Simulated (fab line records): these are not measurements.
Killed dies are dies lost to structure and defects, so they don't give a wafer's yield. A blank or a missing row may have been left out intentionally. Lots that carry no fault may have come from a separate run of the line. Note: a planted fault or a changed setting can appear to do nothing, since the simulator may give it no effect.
Which tool was responsible? || flow sky130 || 14 lots with 42 wafers sampled at 2 steps, on a route of 708 steps

WHAT THE GAUGES READ, wafer by wafer
No reading from a measuring or inspecting step in the record can be judged against a usual standard deviation.

WHICH TOOL RAN EACH LOT (tool, then ch and the chambers of the sampled wafers, then the start)
{"lot": "L481", "SKY_VIA1_CMP_24": "cmp-02 ch 0,3, day 34 14:08", "SKY_PAD_OPEN_PROBE_99": "-"}
{"lot": "L480", "SKY_VIA1_CMP_24": "cmp-02 ch 0,2,3, day 34 21:41", "SKY_PAD_OPEN_PROBE_99": "-"}
{"lot": "L482", "SKY_VIA1_CMP_24": "cmp-02 ch 0,1,3, day 35 00:05", "SKY_PAD_OPEN_PROBE_99": "-"}
{"lot": "L483", "SKY_VIA1_CMP_24": "cmp-02 ch 1,2, day 35 08:26", "SKY_PAD_OPEN_PROBE_99": "-"}
{"lot": "L491", "SKY_VIA1_CMP_24": "cmp-02 ch 1,2, day 38 04:40", "SKY_PAD_OPEN_PROBE_99": "prober-02, day 49 03:11"}
{"lot": "L492", "SKY_VIA1_CMP_24": "cmp-01 ch 0,1,2, day 38 09:47", "SKY_PAD_OPEN_PROBE_99": "prober-01, day 49 07:35"}
{"lot": "L493", "SKY_VIA1_CMP_24": "cmp-02 ch 0,2, day 38 17:29", "SKY_PAD_OPEN_PROBE_99": "prober-02, day 49 11:49"}
{"lot": "L494", "SKY_VIA1_CMP_24": "cmp-01 ch 0,1,2, day 39 01:07", "SKY_PAD_OPEN_PROBE_99": "-"}
{"lot": "L496", "SKY_VIA1_CMP_24": "cmp-01 ch 0,1,2, day 39 20:26", "SKY_PAD_OPEN_PROBE_99": "-"}
{"lot": "L498", "SKY_VIA1_CMP_24": "cmp-01 ch 0,1,2, day 40 04:22", "SKY_PAD_OPEN_PROBE_99": "-"}
{"lot": "L497", "SKY_VIA1_CMP_24": "cmp-01 ch 1,2,3, day 40 07:44", "SKY_PAD_OPEN_PROBE_99": "-"}
{"lot": "L499", "SKY_VIA1_CMP_24": "cmp-02 ch 1,2,3, day 40 09:43", "SKY_PAD_OPEN_PROBE_99": "-"}
{"lot": "L501", "SKY_VIA1_CMP_24": "cmp-01 ch 0,1,3, day 40 20:41", "SKY_PAD_OPEN_PROBE_99": "-"}
{"lot": "L502", "SKY_VIA1_CMP_24": "cmp-02 ch 0,2,3, day 41 02:16", "SKY_PAD_OPEN_PROBE_99": "-"}
- SKY_VIA1_CMP_24: polishes, stops on SiO2, t overpolish 15 s, target thk 0 nm.
- SKY_PAD_OPEN_PROBE_99

WHAT THE TOOLS THEMSELVES READ (means of the sampled wafers that have a number; where no wafer has one, the mark that the record gives instead)
SKY_VIA1_CMP_24.
{"lot": "L481", "tool": "cmp-02", "motor_current_A (A)": 12.1, "overpolish_run_s (s)": 14.998, "time_to_endpoint_s (s)": 68.0}
{"lot": "L480", "tool": "cmp-02", "motor_current_A (A)": 11.6, "overpolish_run_s (s)": 15.000, "time_to_endpoint_s (s)": 64.9}
{"lot": "L482", "tool": "cmp-02", "motor_current_A (A)": 11.5, "overpolish_run_s (s)": 14.990, "time_to_endpoint_s (s)": 57.0}
{"lot": "L483", "tool": "cmp-02", "motor_current_A (A)": 10.9, "overpolish_run_s (s)": 15.004, "time_to_endpoint_s (s)": 54.4}
{"lot": "L491", "tool": "cmp-02", "motor_current_A (A)": 10.9, "overpolish_run_s (s)": 14.997, "time_to_endpoint_s (s)": 65.6}
{"lot": "L492", "tool": "cmp-01", "motor_current_A (A)": 10.8, "overpolish_run_s (s)": 15.005, "time_to_endpoint_s (s)": 62.7}
{"lot": "L493", "tool": "cmp-02", "motor_current_A (A)": 11.5, "overpolish_run_s (s)": 14.995, "time_to_endpoint_s (s)": 67.2}
{"lot": "L494", "tool": "cmp-01", "motor_current_A (A)": 10.6, "overpolish_run_s (s)": 14.997, "time_to_endpoint_s (s)": 63.2}
{"lot": "L496", "tool": "cmp-01", "motor_current_A (A)": 11.1, "overpolish_run_s (s)": 15.011, "time_to_endpoint_s (s)": 66.9}
{"lot": "L498", "tool": "cmp-01", "motor_current_A (A)": 10.6, "overpolish_run_s (s)": 14.997, "time_to_endpoint_s (s)": 68.4}
{"lot": "L497", "tool": "cmp-01", "motor_current_A (A)": 11.1, "overpolish_run_s (s)": 14.997, "time_to_endpoint_s (s)": 65.3}
{"lot": "L499", "tool": "cmp-02", "motor_current_A (A)": 11.3, "overpolish_run_s (s)": 15.012, "time_to_endpoint_s (s)": 60.9}
{"lot": "L501", "tool": "cmp-01", "motor_current_A (A)": 11.1, "overpolish_run_s (s)": 14.986, "time_to_endpoint_s (s)": 66.5}
{"lot": "L502", "tool": "cmp-02", "motor_current_A (A)": 11.6, "overpolish_run_s (s)": 14.998, "time_to_endpoint_s (s)": 65.1}

SKY_PAD_OPEN_PROBE_99.
{"lot": "L491", "tool": "prober-02", "defect_limited_yield (%)": 81.2, "killed_at_M0_to_M3": 48, "killed_at_M4_up": 4.3, "killed_at_contacts": 29, "killed_at_front_end": 10, "killed_at_other": 1.3, "killed_dies": 93, "killed_open": 55, "killed_short": 37, "sort_bin_3_pad_short (%)": 0.8, "sort_bin_5_function (%)": 10.9, "sort_bin_6_memory (%)": 7.1, "sort_n_pass": 399, "sort_yield_pct (%)": 81.2}
{"lot": "L492", "tool": "prober-01", "defect_limited_yield (%)": 80.9, "killed_at_M0_to_M3": 48, "killed_at_M4_up": 3.3, "killed_at_contacts": 23, "killed_at_front_end": 18, "killed_at_other": 1.3, "killed_dies": 94, "killed_open": 54, "killed_short": 39, "sort_bin_3_pad_short (%)": 1.0, "sort_bin_5_function (%)": 12.0, "sort_bin_6_memory (%)": 6.1, "sort_n_pass": 398, "sort_yield_pct (%)": 80.9}
{"lot": "L493", "tool": "prober-02", "defect_limited_yield (%)": 82.4, "killed_at_M0_to_M3": 41, "killed_at_M4_up": 3.7, "killed_at_contacts": 25, "killed_at_front_end": 17, "killed_at_other": 0.7, "killed_dies": 87, "killed_open": 44, "killed_short": 43, "sort_bin_3_pad_short (%)": 0.9, "sort_bin_5_function (%)": 10.6, "sort_bin_6_memory (%)": 6.1, "sort_n_pass": 405, "sort_yield_pct (%)": 82.4}

THE ANSWER, worked out from the rows above alone
Rule: usual is defined by the lots themselves. The widest of any qualifying gaps counts: lots, ordered by their means at a reading, are off when they make up no more than a third of the lots, leave a main group of 4 or more, and stand apart from it by 3 or more times the standard deviation of that group's means. A main group is skipped when, at the precision printed for the reading in the tables above, its means are all equal. Also off: a lot with no number at a reading for which 4 or more lots have one. Where the step has rows for the other lots, those lots are counted as sound. First the gauges in route order, then the tools' own readings, where a lot's mean is used as printed above. The first step at which some lot is off is used, and at that step the reading that is off furthest; a lot without a number counts as furthest.
None of the lots is off at any reading shown; this tells nothing.

WHAT HAD BEEN PUT IN BY THE SIMULATOR
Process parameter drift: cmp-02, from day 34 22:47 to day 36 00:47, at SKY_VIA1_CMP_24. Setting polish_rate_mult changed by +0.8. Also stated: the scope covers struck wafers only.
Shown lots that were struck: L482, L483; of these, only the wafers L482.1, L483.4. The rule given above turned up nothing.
